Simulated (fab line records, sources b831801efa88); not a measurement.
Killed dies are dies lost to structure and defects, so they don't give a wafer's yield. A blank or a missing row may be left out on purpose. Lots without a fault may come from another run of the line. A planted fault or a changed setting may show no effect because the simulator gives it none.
fab line records | flow gf180mcu
record lots=5 wafers=15 last_day=33
route steps=602 shown M3@416 V3@429
lots that met no fault: from a run of the same line without faults
start_h: hours from the record's first day to the start of the lot's first wafer shown | wait_h: hours since the lot's step before | " the same as in the row above | L1.1+2: a row that stands for several wafers | - no value, or no start given | * or withheld: withheld | < > ~ a bound
route shown NAME@n: a module of which the file shows steps, and the number in the route of the first | usual: mean/standard deviation of fault-free wafers | same: alike in all rows | chamber/n: place in a boat | sites: the reading at each site | _std_site: their standard deviation | _edge_site: outer sites' mean less inner sites' | radius_mm: how far each site lies from the wafer's centre | mask NAME#n: copy n | behind: the tool/chamber that last shaped the wafer | hold: why the lot was held/for how many hours/how that ended | device: the transistor (n, p or np) that didn't switch | end of line: the same wafers' tests at the end of the route | a step without rows: its recipe alone | killed: dies lost to structure and defects at the first sort, not the wafer's yield | map: a wafer's dies, x killed, . not, _ none there
set.NAME: the setting as run; set.NAME@STEP: as run at that earlier step | model.NAME: the simulator's own value behind a step, which no gauge read
lots at some steps of the route; a table a step, a row a wafer
services: from which hour (start_h, from the record's first day; less than 0 if before it) a tool's chamber was out of use, for how many hours, and why
## steps
# step GF_M3_DEHYDRATE_07
# recipe temp_c=200 time_s=60
# usual plate_temp_C=199.99/0.15
# same time_s=60
# columns lot.wafer tool chamber start_h wait_h plate_temp_C
L076.4 litho_track-02 0 494.24 11.7 199.95
L076.5 " 0 " " 199.94
L076.6 " 0 " " 199.87
L082.3 litho_track-02 0 555.86 10.8 200.26
L082.5 " 0 " " 200.04
L082.6 " 0 " " 200.20
L084.1 litho_track-02 0 565.01 10.7 199.82
L084.4 " 0 " " 200.18
L084.6 " 0 " " 199.93
L085.4 litho_track-02 0 572.53 10.6 199.99
L085.5 " 0 " " 199.95
L085.6 " 0 " " 199.71
L094.4 litho_track-01 0 641.38 9.4 199.85
L094.5 " 0 " " 199.91
L094.6 " 0 " " 199.84
# step GF_M3_HMDS_08
# recipe prime_time_s=60 prime_temp_c=120
# columns lot.wafer tool chamber start_h wait_h
L076.4+5+6 litho_track-02 0 494.39 0.1
L082.3+5+6 litho_track-02 0 556.01 0.1
L084.1+4+6 litho_track-02 0 565.16 0.1
L085.4+5+6 litho_track-02 0 572.68 0.1
L094.4+5+6 litho_track-01 0 641.53 0.1
# step GF_M3_COAT_09
# recipe resist=KrF spin_rpm=withheld resist_thk_nm=1000
# columns lot.wafer tool chamber start_h wait_h
L076.4+5+6 litho_track-02 0 494.54 0.1
L082.3+5+6 litho_track-02 0 556.16 0.1
L084.1+4+6 litho_track-02 0 565.31 0.1
L085.4+5+6 litho_track-02 0 572.83 0.1
L094.4+5+6 litho_track-01 0 641.68 0.1
# step GF_M3_SOFTBAKE_10
# recipe temp_c=130 time_s=60 resist=KrF
# usual plate_temp_C=130.02/0.13
# same time_s=60
# columns lot.wafer tool chamber start_h wait_h plate_temp_C
L076.4 litho_track-02 0 494.69 0.1 129.88
L076.5 " 0 " " 129.86
L076.6 " 0 " " 130.05
L082.3 litho_track-02 0 556.31 0.1 130.09
L082.5 " 0 " " 129.94
L082.6 " 0 " " 129.88
L084.1 litho_track-02 0 565.46 0.1 130.26
L084.4 " 0 " " 130.33
L084.6 " 0 " " 129.97
L085.4 litho_track-02 0 572.98 0.1 130.17
L085.5 " 0 " " 130.16
L085.6 " 0 " " 130.01
L094.4 litho_track-01 0 641.83 0.1 130.02
L094.5 " 0 " " 130.07
L094.6 " 0 " " 129.95
# step GF_M3_EXPOSE_11
# recipe mask_id=Metal3 target_cd_nm=280 na=0.68 source_shape=conventional sigma_outer=0.6 dose_mj=28
# usual reticle_temp_C=23.03/0.1
# columns lot.wafer tool chamber start_h wait_h mask reticle_temp_C
L076.4 krf_scanner-02 0 - - Metal3#0 23.16
L076.5 " 0 " " Metal3#0 23.13
L076.6 " 0 " " Metal3#0 22.99
L082.3 krf_scanner-02 0 - - Metal3#0 22.85
L082.5 " 0 " " Metal3#0 22.95
L082.6 " 0 " " Metal3#0 23.04
L084.1 krf_scanner-01 0 - - Metal3#0 22.97
L084.4 " 0 " " Metal3#0 22.86
L084.6 " 0 " " Metal3#0 22.98
L085.4 krf_scanner-02 0 - - Metal3#0 23.03
L085.5 " 0 " " Metal3#0 23.10
L085.6 " 0 " " Metal3#0 22.88
L094.4 krf_scanner-01 0 - - Metal3#0 23.04
L094.5 " 0 " " Metal3#0 23.10
L094.6 " 0 " " Metal3#0 23.16
# step GF_M3_PEB_12
# recipe peb_temp_c=135 peb_time_s=90 resist=KrF
# usual plate_temp_C=135.01/0.13
# columns lot.wafer tool chamber start_h wait_h plate_temp_C
L076.4 litho_track-02 0 - - 134.86
L076.5 " 0 " " 134.96
L076.6 " 0 " " 135.03
L082.3 litho_track-03 0 - - 135.09
L082.5 " 0 " " 135.18
L082.6 " 0 " " 134.94
L084.1 litho_track-01 0 - - 135.05
L084.4 " 0 " " 134.85
L084.6 " 0 " " 134.99
L085.4 litho_track-01 0 - - 135.06
L085.5 " 0 " " 135.08
L085.6 " 0 " " 134.85
L094.4 litho_track-02 0 - - 135.05
L094.5 " 0 " " 134.94
L094.6 " 0 " " 135.11
# step GF_M3_DEVELOP_13
# recipe develop_time_s=60 dev_temp_c=21
# usual developer_temp_C=20.98/0.092
# columns lot.wafer tool chamber start_h wait_h developer_temp_C
L076.4 litho_track-02 0 506.14 0.1 21.00
L076.5 " 0 " " 21.00
L076.6 " 0 " " 21.01
L082.3 litho_track-03 0 567.76 0.1 21.01
L082.5 " 0 " " 21.04
L082.6 " 0 " " 20.93
L084.1 litho_track-01 0 576.61 0.2 20.89
L084.4 " 0 " " 20.95
L084.6 " 0 " " 21.10
L085.4 litho_track-01 0 584.08 0.1 21.07
L085.5 " 0 " " 20.88
L085.6 " 0 " " 20.91
L094.4 litho_track-02 0 651.23 0.1 20.89
L094.5 " 0 " " 20.95
L094.6 " 0 " " 21.02
# step GF_M3_CD_MEAS_14
# recipe target_cd_nm=280
# usual cd_nm=280.2/1.2
# columns lot.wafer tool chamber start_h wait_h cd_nm
L076.4 cd_sem-02 - 506.27 0.1 280.3
L076.5 " - " " 279.9
L076.6 " - " " 278.6
L082.3 cd_sem-01 - 567.90 0.1 281.0
L082.5 " - " " 279.7
L082.6 " - " " 280.6
L084.1 cd_sem-02 - 576.76 0.1 278.8
L084.4 " - " " 281.2
L084.6 " - " " 279.7
L085.4 cd_sem-01 - 584.22 0.1 279.4
L085.5 " - " " 280.4
L085.6 " - " " 278.9
L094.4 cd_sem-01 - 651.37 0.1 282.2
L094.5 " - " " 280.4
L094.6 " - " " 282.4
# step GF_M3_OVL_MEAS_15
# usual M3_OVL=3/5.4
# columns lot.wafer tool chamber start_h wait_h M3_OVL[nm]
L076.4 overlay-01 - 506.35 0.1 0
L076.5 " - " " 2
L076.6 " - " " 1
L082.3 overlay-02 - 567.99 0.1 -7
L082.5 " - " " 1
L082.6 " - " " -3
L084.1 overlay-02 - 576.88 0.1 2
L084.4 " - " " 1
L084.6 " - " " 1
L085.4 overlay-01 - 584.30 0.1 11
L085.5 " - " " 8
L085.6 " - " " 7
L094.4 overlay-01 - 651.45 0.1 5
L094.5 " - " " 16
L094.6 " - " " 13
# step GF_M3_METAL_ETCH_16
# recipe chemistry=Cl2/BCl3 mask_material=KrF target_depth_nm=750.8 stop_on=SiO2 pressure_mtorr=8 icp_w=800 bias_w=140 Cl2_flow_sccm=80 bcl3_flow_sccm=40 time_s=125.1
# usual drypump_motor_current_A=5.6/0.49 oes_product_au=0.992/0.0055 throttle_valve_pct=28.228/0.0091
# same time_s=125.1
# columns lot.wafer tool chamber start_h wait_h drypump_motor_current_A oes_product_au rf_hours_counter_h throttle_valve_pct
L076.4 rie_metal-03 1 506.41 0.1 5.8 0.999 - 28.224
L076.5 " 0 " " 6.2 0.998 - 28.216
L076.6 " 1 " " 5.8 0.998 - 28.238
L082.3 rie_metal-04 1 568.06 0.1 6.3 0.984 - 28.238
L082.5 " 0 " " 5.6 0.995 - 28.223
L082.6 " 1 " " 6.3 0.997 - 28.218
L084.1 rie_metal-01 0 576.92 0.0 5.6 0.998 13 28.238
L084.4 " 1 " " 4.9 1.001 - 28.218
L084.6 " 1 " " 4.9 0.992 - 28.248
L085.4 rie_metal-01 1 584.36 0.1 4.9 1.001 - 28.232
L085.5 " 1 " " 4.9 0.989 - 28.214
L085.6 " 0 " " 5.6 0.985 - 28.222
L094.4 rie_metal-03 1 651.51 0.1 5.8 0.997 - 28.217
L094.5 " 0 " " 6.2 0.993 - 28.237
L094.6 " 1 " " 5.7 1.002 - 28.221
# step GF_M3_STRIP_17
# recipe chemistry=O2/N2 power_w=1400 pressure_mtorr=1500 platen_temp_c=250 o2_flow_sccm=3000 n2_flow_sccm=300 overash_fraction=0.5
# usual drypump_motor_current_A=5.8/0.37 heater_power_w=354/28 oes_product_au=0.536/0.0046 strip_time_to_endpoint_s=7.36/0.033
# columns lot.wafer tool chamber start_h wait_h drypump_motor_current_A heater_power_w oes_product_au rf_hours_counter_h strip_time_to_endpoint_s
L076.4 plasma_asher-01 0 506.53 0.1 5.9 313 0.541 - 7.39
L076.5 " 0 " " 6.0 317 0.542 - 7.39
L076.6 " 1 " " 5.7 355 0.528 - 7.37
L082.3 plasma_asher-02 0 568.18 0.1 6.4 325 0.532 - 7.36
L082.5 " 1 " " 5.7 345 0.534 - 7.33
L082.6 " 0 " " 6.4 319 0.537 - 7.38
L084.1 plasma_asher-04 1 577.04 0.1 5.3 369 0.543 15 7.35
L084.4 " 0 " " 6.0 388 0.535 - 7.35
L084.6 " 0 " " 6.0 401 0.537 - 7.33
L085.4 plasma_asher-02 1 584.48 0.1 5.7 347 0.538 - 7.36
L085.5 " 1 " " 5.7 354 0.536 - 7.32
L085.6 " 0 " " 6.4 322 0.536 - 7.34
L094.4 plasma_asher-04 0 651.63 0.1 6.0 395 0.526 - 7.33
L094.5 " 1 " " 5.2 354 0.539 - 7.39
L094.6 " 0 " " 5.9 401 0.535 - 7.34
# step GF_M3_STRIP_18
# recipe chemistry=post_etch_residue_remover time_s=1200 temp_c=72.5
# same time_s=1200
# columns lot.wafer tool chamber start_h wait_h
L076.4+5+6 wet_bench-01 3 506.60 0.0
L082.3+5+6 wet_bench-03 3 568.25 0.0
L084.1+4+6 wet_bench-01 1 577.14 0.1
L085.4+5+6 wet_bench-03 3 584.54 0.0
L094.4+5+6 wet_bench-02 2 651.69 0.0
# step GF_M3_CLEAN_19
# recipe chemistry=DIW dry=n2_spin
# columns lot.wafer tool chamber start_h wait_h
L076.4+5+6 wet_bench-03 0 506.94 0.0
L082.3+5+6 wet_bench-01 2 568.59 0.0
L084.1+4+6 wet_bench-02 3 577.49 0.0
L085.4+5+6 wet_bench-02 1 584.89 0.0
L094.4+5+6 wet_bench-01 0 652.04 0.0
# step GF_V3_CVD_00
# recipe material=SiO2 target_thk_nm=600 sigma_open_frac=0.3 temp_c=400 time_s=100 sih4_flow_sccm=60 pressure_mtorr=6
# usual pressure_mtorr=6.000/0.012 sih4_flow_sccm=60.02/0.15
# same time_s=100
# columns lot.wafer tool chamber start_h wait_h pressure_mtorr sih4_flow_sccm
L076.4 hdpcvd-02 2 507.07 0.0 5.985 59.94
L076.5 " 1 " " 5.996 60.37
L076.6 " 0 " " 5.989 60.04
L082.3 hdpcvd-02 0 568.68 0.0 5.991 59.90
L082.5 " 2 " " 5.996 59.98
L082.6 " 0 " " 6.020 60.10
L084.1 hdpcvd-02 2 577.58 0.0 5.991 60.02
L084.4 " 0 " " 6.002 60.11
L084.6 " 2 " " 6.005 59.80
L085.4 hdpcvd-02 2 585.11 0.0 6.004 59.84
L085.5 " 0 " " 5.998 59.90
L085.6 " 1 " " 6.018 59.97
L094.4 hdpcvd-02 0 652.16 0.0 6.002 60.11
L094.5 " 2 " " 6.006 59.85
L094.6 " 1 " " 6.013 59.97
# step GF_V3_THK_MEAS_01
# recipe reads=SiO2_of_V3_CVD_00
# usual V3_CVD_00_THK=601/5.3
# columns lot.wafer tool chamber start_h wait_h V3_CVD_00_THK[nm]
L076.4 film_metro-01 - 507.14 0.0 598
L076.5 " - " " 592
L076.6 " - " " 596
L082.3 film_metro-02 - 568.77 0.1 604
L082.5 " - " " 601
L082.6 " - " " 604
L084.1 film_metro-02 - 577.65 0.0 605
L084.4 " - " " 605
L084.6 " - " " 605
L085.4 film_metro-03 - 585.17 0.0 591
L085.5 " - " " 589
L085.6 " - " " 597
L094.4 film_metro-03 - 652.23 0.0 601
L094.5 " - " " 596
L094.6 " - " " 597
# step GF_V3_CVD_02
# recipe material=SiO2 target_thk_nm=850 precursor=TEOS temp_c=400 time_s=94.851 rf_w=600
# usual heater_power_w=673/85
# same time_s=94.851
# columns lot.wafer tool chamber start_h wait_h heater_power_w
L076.4 pecvd-01 0 507.20 0.1 623
L076.5 " 2 " " 587
L076.6 " 1 " " 667
L082.3 pecvd-02 2 568.81 0.0 718
L082.5 " 1 " " 573
L082.6 " 0 " " 736
L084.1 pecvd-01 1 577.71 0.1 575
L084.4 " 0 " " 696
L084.6 " 1 " " 661
L085.4 pecvd-01 0 585.24 0.1 618
L085.5 " 2 " " 688
L085.6 " 1 " " 522
L094.4 pecvd-04 2 652.29 0.1 800
L094.5 " 1 " " 619
L094.6 " 0 " " 680
# step GF_V3_THK_MEAS_03
# recipe reads=SiO2_of_V3_CVD_02
# usual V3_CVD_02_THK=849/9.6
# columns lot.wafer tool chamber start_h wait_h V3_CVD_02_THK[nm]
L076.4 film_metro-01 - 507.27 0.0 863
L076.5 " - " " 852
L076.6 " - " " 849
L082.3 film_metro-01 - 568.90 0.1 843
L082.5 " - " " 860
L082.6 " - " " 855
L084.1 film_metro-01 - 577.78 0.0 841
L084.4 " - " " 845
L084.6 " - " " 844
L085.4 film_metro-02 - 585.32 0.0 850
L085.5 " - " " 850
L085.6 " - " " 847
L094.4 film_metro-01 - 652.36 0.0 860
L094.5 " - " " 864
L094.6 " - " " 863
# step GF_V3_CMP_04
# recipe material=SiO2 down_force_psi=4 platen_rpm=60 pad_velocity_m_s=0.94248
# usual motor_current_A=12.1/0.9 time_to_endpoint_s=77/4.6
# columns lot.wafer tool chamber start_h wait_h motor_current_A time_to_endpoint_s
L076.4 cmp-02 2 507.40 0.1 10.4 82
L076.6 " 0 " " 12.0 82
L076.5 " 1 " " 12.1 82
L082.3 cmp-02 3 568.94 0.0 13.8 77
L082.6 " 3 " " 13.3 82
L082.5 " 0 " " 12.3 84
L084.4 cmp-01 1 577.89 0.1 11.4 70
L084.1 " 2 " " 13.7 70
L084.6 " 0 " " 12.3 73
L085.4 cmp-01 3 585.40 0.1 11.9 80
L085.5 " 2 " " 13.5 77
L085.6 " 3 " " 12.9 81
L094.4 cmp-02 1 652.44 0.1 12.7 78
L094.5 " 0 " " 11.9 82
L094.6 " 1 " " 13.0 82
# step GF_V3_BOW_MEAS_05
# recipe mode=bow
# usual V3_BOW=117/9.2
# columns lot.wafer tool chamber start_h wait_h V3_BOW[um]
L076.4 film_metro-01 - 507.66 0.2 106
L076.5 " - " " 111
L076.6 " - " " 121
L082.3 film_metro-03 - 569.28 0.3 117
L082.5 " - " " 113
L082.6 " - " " 110
L084.1 film_metro-03 - 578.14 0.1 103
L084.4 " - " " 108
L084.6 " - " " 97
L085.4 film_metro-02 - 585.71 0.3 119
L085.5 " - " " 124
L085.6 " - " " 134
L094.4 film_metro-02 - 652.75 0.3 109
L094.5 " - " " 115
L094.6 " - " " 116
# step GF_V3_DEHYDRATE_06
# recipe temp_c=200 time_s=60
# usual plate_temp_C=199.95/0.16
# same time_s=60
# columns lot.wafer tool chamber start_h wait_h plate_temp_C
L076.4 litho_track-03 0 519.09 11.4 200.05
L076.5 " 0 " " 199.98
L076.6 " 0 " " 199.83
L082.3 litho_track-04 0 579.71 10.4 200.15
L082.5 " 0 " " 200.00
L082.6 " 0 " " 200.11
L084.1 litho_track-03 0 588.56 10.4 200.15
L084.4 " 0 " " 199.95
L084.6 " 0 " " 199.81
L085.4 litho_track-04 0 595.63 9.9 200.08
L085.5 " 0 " " 199.95
L085.6 " 0 " " 200.11
L094.4 litho_track-03 0 661.48 8.7 200.06
L094.5 " 0 " " 200.04
L094.6 " 0 " " 199.97
# step GF_V3_HMDS_07
# recipe prime_time_s=60 prime_temp_c=120
# columns lot.wafer tool chamber start_h wait_h
L076.4+5+6 litho_track-03 0 519.24 0.1
L082.3+5+6 litho_track-04 0 579.86 0.1
L084.1+4+6 litho_track-03 0 588.71 0.1
L085.4+5+6 litho_track-04 0 595.78 0.1
L094.4+5+6 litho_track-03 0 661.63 0.1
# step GF_V3_COAT_08
# recipe resist=BARC temp_c=withheld time_s=withheld spin_rpm=withheld resist_thk_nm=withheld
# columns lot.wafer tool chamber start_h wait_h
L076.4+5+6 litho_track-03 0 519.39 0.1
L082.3+5+6 litho_track-04 0 580.01 0.1
L084.1+4+6 litho_track-03 0 588.86 0.1
L085.4+5+6 litho_track-04 0 595.93 0.1
L094.4+5+6 litho_track-03 0 661.78 0.1
# step GF_V3_COAT_09
# recipe resist=KrF spin_rpm=withheld resist_thk_nm=1000
# columns lot.wafer tool chamber start_h wait_h
L076.4+5+6 litho_track-03 0 - -
L082.3+5+6 litho_track-04 0 - -
L084.1+4+6 litho_track-03 0 - -
L085.4+5+6 litho_track-04 0 - -
L094.4+5+6 litho_track-03 0 - -
# step GF_V3_SOFTBAKE_10
# recipe temp_c=130 time_s=60 resist=KrF
# usual plate_temp_C=129.97/0.13
# same time_s=60
# columns lot.wafer tool chamber start_h wait_h plate_temp_C
L076.4 litho_track-03 0 - - 129.89
L076.5 " 0 " " 129.90
L076.6 " 0 " " 129.82
L082.3 litho_track-04 0 - - 130.23
L082.5 " 0 " " 129.99
L082.6 " 0 " " 129.98
L084.1 litho_track-03 0 - - 129.84
L084.4 " 0 " " 130.04
L084.6 " 0 " " 129.78
L085.4 litho_track-04 0 - - 129.90
L085.5 " 0 " " 129.85
L085.6 " 0 " " 129.89
L094.4 litho_track-03 0 - - 130.00
L094.5 " 0 " " 129.90
L094.6 " 0 " " 130.04
# step GF_V3_EXPOSE_11
# recipe mask_id=Via3 target_cd_nm=260 na=0.68 source_shape=conventional sigma_outer=0.6 dose_mj=38
# usual reticle_temp_C=23.02/0.094
# columns lot.wafer tool chamber start_h wait_h mask reticle_temp_C
L076.4 krf_scanner-01 0 - - Via3#0 22.83
L076.5 " 0 " " Via3#0 22.83
L076.6 " 0 " " Via3#0 22.85
L082.3 krf_scanner-02 0 - - Via3#0 23.05
L082.5 " 0 " " Via3#0 23.13
L082.6 " 0 " " Via3#0 23.13
L084.1 krf_scanner-02 0 - - Via3#0 23.17
L084.4 " 0 " " Via3#0 23.00
L084.6 " 0 " " Via3#0 23.10
L085.4 krf_scanner-02 0 - - Via3#0 22.98
L085.5 " 0 " " Via3#0 22.94
L085.6 " 0 " " Via3#0 22.78
L094.4 krf_scanner-02 0 - - Via3#0 23.19
L094.5 " 0 " " Via3#0 23.12
L094.6 " 0 " " Via3#0 23.07
# step GF_V3_PEB_12
# recipe peb_temp_c=135 peb_time_s=90 resist=KrF
# usual plate_temp_C=135.02/0.15
# columns lot.wafer tool chamber start_h wait_h plate_temp_C
L076.4 litho_track-03 0 - - 135.09
L076.5 " 0 " " 135.23
L076.6 " 0 " " 134.96
L082.3 litho_track-04 0 - - 135.23
L082.5 " 0 " " 135.19
L082.6 " 0 " " 135.13
L084.1 litho_track-04 0 - - 135.09
L084.4 " 0 " " 134.93
L084.6 " 0 " " 135.10
L085.4 litho_track-04 0 - - 135.20
L085.5 " 0 " " 135.24
L085.6 " 0 " " 135.11
L094.4 litho_track-03 0 - - 135.02
L094.5 " 0 " " 135.09
L094.6 " 0 " " 135.01
# step GF_V3_DEVELOP_13
# recipe develop_time_s=60 resist=KrF dev_temp_c=21
# usual developer_temp_C=21.00/0.11
# columns lot.wafer tool chamber start_h wait_h developer_temp_C
L076.4 litho_track-03 0 530.79 0.1 20.93
L076.5 " 0 " " 20.92
L076.6 " 0 " " 20.98
L082.3 litho_track-04 0 591.26 0.1 20.95
L082.5 " 0 " " 20.97
L082.6 " 0 " " 21.06
L084.1 litho_track-04 0 599.11 0.2 21.14
L084.4 " 0 " " 20.89
L084.6 " 0 " " 20.82
L085.4 litho_track-04 0 606.23 0.1 21.07
L085.5 " 0 " " 21.04
L085.6 " 0 " " 21.11
L094.4 litho_track-03 0 671.38 0.1 21.15
L094.5 " 0 " " 21.11
L094.6 " 0 " " 20.98
# step GF_V3_CD_MEAS_14
# recipe target_cd_nm=260
# usual cd_nm=259.8/1.3
# columns lot.wafer tool chamber start_h wait_h cd_nm
L076.4 cd_sem-01 - 530.92 0.1 259.5
L076.5 " - " " 258.6
L076.6 " - " " 259.4
L082.3 cd_sem-02 - 591.40 0.1 260.3
L082.5 " - " " 260.7
L082.6 " - " " 261.1
L084.1 cd_sem-02 - 599.26 0.1 257.4
L084.4 " - " " 258.3
L084.6 " - " " 258.7
L085.4 cd_sem-02 - 606.37 0.1 260.4
L085.5 " - " " 261.5
L085.6 " - " " 260.8
L094.4 cd_sem-02 - 671.52 0.1 260.9
L094.5 " - " " 261.6
L094.6 " - " " 261.0
# step GF_V3_OVL_MEAS_15
# usual V3_OVL=4/5.4
# columns lot.wafer tool chamber start_h wait_h V3_OVL[nm]
L076.4 overlay-02 - 531.00 0.1 2
L076.5 " - " " 4
L076.6 " - " " -1
L082.3 overlay-02 - 591.49 0.1 7
L082.5 " - " " 4
L082.6 " - " " 5
L084.1 overlay-02 - 599.38 0.1 7
L084.4 " - " " 3
L084.6 " - " " 5
L085.4 overlay-02 - 606.44 0.1 10
L085.5 " - " " 6
L085.6 " - " " 12
L094.4 overlay-02 - 671.60 0.1 4
L094.5 " - " " 8
L094.6 " - " " 12
# step GF_V3_ETCH_16
# recipe chemistry=N2/H2 target_depth_a=withheld overetch_a=withheld time_s=withheld target=BARC ion_energy_ev=200 source_w=500 bias_w=100 pressure_mtorr=30 n2_flow_sccm=100 h2_flow_sccm=200
# usual drypump_motor_current_A=5.7/0.34 oes_product_au=0.854/0.0047 throttle_valve_pct=13.224/0.0094
# columns lot.wafer tool chamber start_h wait_h drypump_motor_current_A oes_product_au throttle_valve_pct
L076.4 rie_diel-02 2 531.02 0.0 5.4 0.851 13.221
L076.5 " 0 " " 5.5 0.856 13.219
L076.6 " 3 " " 5.5 0.861 13.236
L082.3 rie_diel-04 1 591.51 0.0 5.7 0.849 13.231
L082.5 " 1 " " 5.7 0.857 13.229
L082.6 " 0 " " 5.8 0.858 13.246
L084.1 rie_diel-02 2 599.41 0.0 5.4 0.860 13.227
L084.4 " 1 " " 5.6 0.853 13.223
L084.6 " 1 " " 5.6 0.856 13.223
L085.4 rie_diel-02 2 606.46 0.0 5.4 0.846 13.222
L085.5 " 0 " " 5.5 0.850 13.203
L085.6 " 3 " " 5.6 0.858 13.234
L094.4 rie_diel-03 0 671.61 0.0 5.8 0.851 13.229
L094.5 " 2 " " 6.6 0.846 13.232
L094.6 " 1 " " 6.1 0.854 13.231
# step GF_V3_ETCH_17
# recipe chemistry=C4F8/O2/Ar mask_material=KrF target=SiO2 stop_on=TiN source_w=1500 bias_w=1200 pressure_mtorr=40 c4f8_flow_sccm=withheld O2_flow_sccm=6 Ar_flow_sccm=300 time_s=withheld target_depth_a=6350
# usual oes_product_au=0.856/0.0049
# columns lot.wafer tool chamber start_h wait_h oes_product_au
L076.4 rie_diel-02 2 - - 0.856
L076.5 " 0 " " 0.857
L076.6 " 3 " " 0.862
L082.3 rie_diel-04 1 - - 0.858
L082.5 " 1 " " 0.854
L082.6 " 0 " " 0.863
L084.1 rie_diel-02 2 - - 0.852
L084.4 " 1 " " 0.860
L084.6 " 1 " " 0.849
L085.4 rie_diel-02 2 - - 0.854
L085.5 " 0 " " 0.858
L085.6 " 3 " " 0.854
L094.4 rie_diel-03 0 - - 0.849
L094.5 " 2 " " 0.853
L094.6 " 1 " " 0.860
# step GF_V3_STRIP_18
# recipe chemistry=O2/N2 power_w=1400 pressure_mtorr=1500 platen_temp_c=250 o2_flow_sccm=3000 n2_flow_sccm=300 overash_fraction=0.5
# usual drypump_motor_current_A=5.7/0.36 heater_power_w=354/26 oes_product_au=0.592/0.0045
# columns lot.wafer tool chamber start_h wait_h drypump_motor_current_A heater_power_w oes_product_au rf_hours_counter_h
L076.4 plasma_asher-04 0 531.18 - 5.9 404 0.600 -
L076.5 " 0 " " 6.0 402 0.587 -
L076.6 " 1 " " 5.3 369 0.591 -
L082.3 plasma_asher-02 1 591.67 - 5.7 348 0.586 -
L082.5 " 0 " " 6.4 322 0.600 -
L082.6 " 1 " " 5.7 348 0.585 -
L084.1 plasma_asher-02 0 599.54 - 6.3 317 0.591 49
L084.4 " 1 " " 5.7 350 0.594 -
L084.6 " 1 " " 5.7 345 0.587 -
L085.4 plasma_asher-03 1 606.62 - 5.4 338 0.589 -
L085.5 " 0 " " 5.7 323 0.592 -
L085.6 " 1 " " 5.4 343 0.595 -
L094.4 plasma_asher-03 1 671.78 - 5.4 341 0.593 -
L094.5 " 0 " " 5.7 337 0.596 -
L094.6 " 1 " " 5.3 336 0.591 -
# step GF_V3_STRIP_19
# recipe chemistry=post_etch_residue_remover time_s=1200 temp_c=72.5
# same time_s=1200
# columns lot.wafer tool chamber start_h wait_h
L076.4+5+6 wet_bench-02 1 531.25 0.0
L082.3+5+6 wet_bench-04 3 591.74 0.0
L084.1+4+6 wet_bench-03 1 599.64 0.1
L085.4+5+6 wet_bench-04 0 606.69 0.0
L094.4+5+6 wet_bench-04 3 671.84 0.0
# step GF_V3_CLEAN_20
# recipe chemistry=DIW dry=n2_spin
# columns lot.wafer tool chamber start_h wait_h
L076.4+5+6 wet_bench-02 2 531.62 0.0
L082.3+5+6 wet_bench-04 0 592.11 0.0
L084.1+4+6 wet_bench-02 0 599.98 0.0
L085.4+5+6 wet_bench-03 3 607.03 0.0
L094.4+5+6 wet_bench-03 3 672.19 0.0
# step GF_V3_SPUTTER_21
# recipe material=Ti target_thk_nm=15 chamber_pressure_pa=5 power_w=2500 substrate_temp_c=200 time_s=80.02
# usual chamber_pressure_pa=5.001/0.0094 throttle_valve_pct=29.8/1
# same time_s=80.02
# columns lot.wafer tool chamber start_h wait_h chamber_pressure_pa throttle_valve_pct
L076.4 pvd_sputter-04 - 531.72 0.0 5.004 29.8
L076.5 " - " " 5.000 30.0
L076.6 " - " " 4.991 30.6
L082.3 pvd_sputter-04 - 592.21 0.0 5.015 30.6
L082.5 " - " " 4.994 28.4
L082.6 " - " " 4.996 29.6
L084.1 pvd_sputter-04 - 600.07 0.0 4.999 30.6
L084.4 " - " " 5.009 30.8
L084.6 " - " " 4.998 28.3
L085.4 pvd_sputter-04 - 607.15 0.0 4.984 30.8
L085.5 " - " " 5.002 28.5
L085.6 " - " " 5.000 30.6
L094.4 pvd_sputter-04 - 672.29 0.0 4.999 30.6
L094.5 " - " " 5.006 30.5
L094.6 " - " " 5.000 28.2
# step GF_V3_SPUTTER_22
# recipe material=TiN target_thk_nm=10 chamber_pressure_pa=5 power_w=4000 time_s=40
# usual chamber_pressure_pa=5.001/0.01 throttle_valve_pct=29.8/1
# same time_s=40
# columns lot.wafer tool chamber start_h wait_h chamber_pressure_pa throttle_valve_pct
L076.4 pvd_sputter-04 - 531.78 0.0 4.982 29.4
L076.5 " - " " 4.999 29.7
L076.6 " - " " 5.003 30.4
L082.3 pvd_sputter-04 - 592.27 0.0 4.998 30.4
L082.5 " - " " 5.010 28.5
L082.6 " - " " 4.993 29.8
L084.1 pvd_sputter-04 - 600.13 0.0 5.001 30.3
L084.4 " - " " 5.006 30.3
L084.6 " - " " 5.006 28.4
L085.4 pvd_sputter-04 - 607.20 0.0 4.996 30.8
L085.5 " - " " 5.005 28.5
L085.6 " - " " 4.996 30.5
L094.4 pvd_sputter-04 - 672.35 0.0 4.989 30.5
L094.5 " - " " 5.003 30.6
L094.6 " - " " 4.999 28.3
# step GF_V3_CVD_23
# recipe material=W target_thk_nm=350 time_s=104.9 temp_c=400 pressure_torr=40
# usual chamber_pressure_Torr=40.00/0.089 heater_power_w=837/170
# same time_s=104.9
# columns lot.wafer tool chamber start_h wait_h chamber_pressure_Torr heater_power_w
L076.4 cvd_w-01 1 531.86 0.1 40.14 661
L076.5 " 0 " " 39.96 782
L076.6 " 1 " " 40.04 679
L082.3 cvd_w-01 1 592.35 0.1 39.98 688
L082.5 " 1 " " 39.95 686
L082.6 " 0 " " 39.94 788
L084.1 cvd_w-01 0 600.17 0.0 39.99 785
L084.4 " 0 " " 39.96 806
L084.6 " 0 " " 40.00 770
L085.4 cvd_w-01 0 607.26 0.0 40.01 784
L085.5 " 1 " " 40.00 694
L085.6 " 0 " " 40.06 818
L094.4 cvd_w-01 0 672.42 0.1 39.87 822
L094.5 " 0 " " 39.91 816
L094.6 " 1 " " 39.83 693
## services
# columns tool chamber start_h hours kind
cvd_w-01 1 472.15 18.2 repair
krf_scanner-01 - 480.60 0.8 pm
krf_scanner-02 - 483.63 3.6 pm
pecvd-01 - 496.13 0.8 pm
plasma_asher-02 - 521.08 2.7 repair
krf_scanner-02 - 530.42 1.0 pm
rie_diel-02 0 533.32 11.6 repair
rie_diel-02 3 534.65 7.4 repair
cmp-02 - 535.81 1.7 repair
rie_diel-02 2 537.57 2.0 repair
krf_scanner-02 - 542.28 7.9 repair
cvd_w-01 - 543.67 2.8 pm
krf_scanner-02 - 547.78 2.9 repair
pvd_sputter-04 - 550.07 0.8 repair
krf_scanner-02 - 550.72 0.8 pm
krf_scanner-01 - 560.67 1.0 pm
krf_scanner-02 - 571.50 0.3 repair
krf_scanner-02 - 581.09 5.0 repair
rie_diel-02 3 581.49 2.7 repair
krf_scanner-02 - 620.86 24.4 repair
wet_bench-02 - 631.34 5.4 repair
krf_scanner-02 - 645.31 1.3 pm
krf_scanner-02 - 646.43 2.4 repair
krf_scanner-02 - 662.77 0.4 repair
## key
fault none
